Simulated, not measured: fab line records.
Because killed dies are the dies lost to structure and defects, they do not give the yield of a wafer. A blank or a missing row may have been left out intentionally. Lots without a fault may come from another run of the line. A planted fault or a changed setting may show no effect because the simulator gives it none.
2 desks looking at one fault ; flow gf180mcu ; only its own numbers are on each desk; what lay behind them is given at the end

== DESK OF THE TOOL OWNER: implanter-03 ==
For each lot that ran on this tool, the mean over its sampled wafers that have a number, from the tool's own readings at GF_MVPSD_IMPLANT_08. If a lot's mean is further than 4 standard deviations from the usual mean, the lot is out of limits and carries the mark OUT (the distance appears in the brackets).
Columns: A = beam on s at GF_MVPSD_IMPLANT_08, usual 9.98 s; B = end station pressure torr at GF_MVPSD_IMPLANT_08, usual 5.08e-06 Torr; C = faraday current uA at GF_MVPSD_IMPLANT_08, usual 84.8; D = tilt deg at GF_MVPSD_IMPLANT_08, usual 0.002 degrees
lot;first seen here;A;B;C;D
L819;day 6 08:07;10.05;4.95e-06;84.1;-0.003
L820;day 6 18:55;9.87;4.90e-06;85.9;-0.012
L825;day 8 03:51;11.47 (+8.3) OUT;5.09e-06;73.8 (-6.9) OUT;0.027
L826;day 8 07:34;11.20 (+6.8) OUT;5.14e-06;75.3 (-5.9) OUT;-0.026
This desk finds L825, L826 out of limits, L825 being first, at day 8 03:51 (beam on s at GF_MVPSD_IMPLANT_08). L819, L820 stayed within limits.

== METROLOGY DESK ==
What the gauges read for every lot (on any tool): the sampled wafers with a number, averaged. If a lot's mean is further than 4 standard deviations from the usual mean, the lot is out of limits and carries the mark OUT (the distance appears in the brackets).
Columns: A = LVPWELL_OVL at GF_LVPWELL_OVL_MEAS_07, usual -0.6 nm; B = VT_IMPLANT_01_OVL at GF_VT_IMPLANT_OVL_MEAS_18, usual -0.8 nm; C = VT_IMPLANT_02_OVL at GF_VT_IMPLANT_OVL_MEAS_29, usual 0.3 nm; D = MVPSD_RS at GF_VT_IMPLANT_RS_MEAS_49, usual 1168.6 ohm/sq
lot;first seen here;A;B;C;D
L813;day 3 14:04;-1.9;-1.2;-0.2;1165.7
L815;day 4 17:13;0.7;-2.4;-2.1;1165.7
L816;day 4 18:53;0.4;-0.9;0.2;1164.6
L819;day 5 03:16;-1.9;-0.2;1.9;1164.9
L820;day 5 11:07;-0.6;0.3;0.4;1169.5
L821;day 5 17:04;-1.0;-0.7;0.5;1168.2
L822;day 6 00:52;1.4;-0.9;1.2;1165.7
L825;day 6 17:40;-0.8;1.6;1.5;1101.7 (-25) OUT
L826;day 6 22:04;-0.5;-2.5;0.4;1102.2 (-25) OUT
L830;day 7 21:20;-2.1;-0.8;1.5;1170.0
L832;day 8 10:41;0.3;0.4;1.8;1165.6
L835;day 9 04:34;-1.0;1.2;0.2;1167.4
L836;day 9 08:55;-2.2;0.5;0.3;1169.6
This desk's result: L825, L826 out of limits, first on L825 (MVPSD_RS at GF_VT_IMPLANT_RS_MEAS_49), day 11 03:14. L813, L815, L816, L819, L820, L821, L822, L830, L832, L835, L836 stayed within limits.

== BROUGHT TOGETHER ==
The tool owner's desk had the chance to raise an alarm at day 8 03:51 on L825, L826.
An alarm was possible from the metrology desk at day 11 03:14, on L825, L826.
Every lot named ran GF_MVPSD_IMPLANT_08 on implanter-03.

== WHAT THE SIMULATOR PUT IN ==
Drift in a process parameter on implanter-03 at GF_MVPSD_IMPLANT_08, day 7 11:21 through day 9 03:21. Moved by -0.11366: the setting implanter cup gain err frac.
Struck lots among those shown: L825, L826.
Time in hours from fault onset to the first out-of-limits reading at each desk: tool owner's desk 16, metrology desk 88.
